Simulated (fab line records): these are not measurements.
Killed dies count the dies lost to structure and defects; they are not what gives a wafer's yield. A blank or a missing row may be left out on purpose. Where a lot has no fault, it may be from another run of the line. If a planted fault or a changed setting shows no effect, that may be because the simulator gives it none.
Matching of chambers    flow sky130    4 sister chambers for SKY_VIA1_CMP_02 on cmp-02
The step polishes SiO2. 4 wafers are shown with their chamber, then 10 later ones without.

WAFERS WITH THEIR CHAMBER
wafer   chamber  motorCurrentA (A)
L318.4  0        14.7
L318.5  2        11.5
L321.2  3        11.4
L321.3  1        11.3

WAFERS WHOSE CHAMBER IS MISSING
wafer   motorCurrentA (A)
L321.5  11.3
L322.1  14.5
L322.3  12.8
L322.5  11.5
L323.2  12.0
L323.3  11.2
L323.5  11.3
L324.2  13.8
L324.4  11.5
L324.5  11.6

WHICH CHAMBER EACH ONE RAN IN
wafer   from the rows above                in truth
L321.5  can't be placed: 1 or 3 or 2       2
L322.1  0                                  0
L322.3  can't be placed: 2 or 3 or 1 or 0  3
L322.5  can't be placed: 2 or 3 or 1       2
L323.2  can't be placed: 2 or 3 or 1       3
L323.3  can't be placed: 1 or 3 or 2       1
L323.5  can't be placed: 1 or 3 or 2       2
L324.2  0                                  0
L324.4  can't be placed: 2 or 3 or 1       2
L324.5  can't be placed: 2 or 3 or 1       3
2 of 10 placed correctly. These rows do not allow placing 8 (true chamber among the candidates in 8). Placed wrongly: 0.
How it was worked out, from the rows above alone: a wafer's distance from a chamber is the root of the sum, over the readings, of the square of ((its reading less the chamber's mean) divided by the reading's scatter). The wafer belongs to the nearest chamber; if the next one is less than 2 further off, it can't be placed. For every chamber, the mean is computed from those of its wafers that are shown. The scatter (one wafer shown for each chamber): square how far every hidden wafer sits from the nearest shown wafer, average those squares and take the square root.
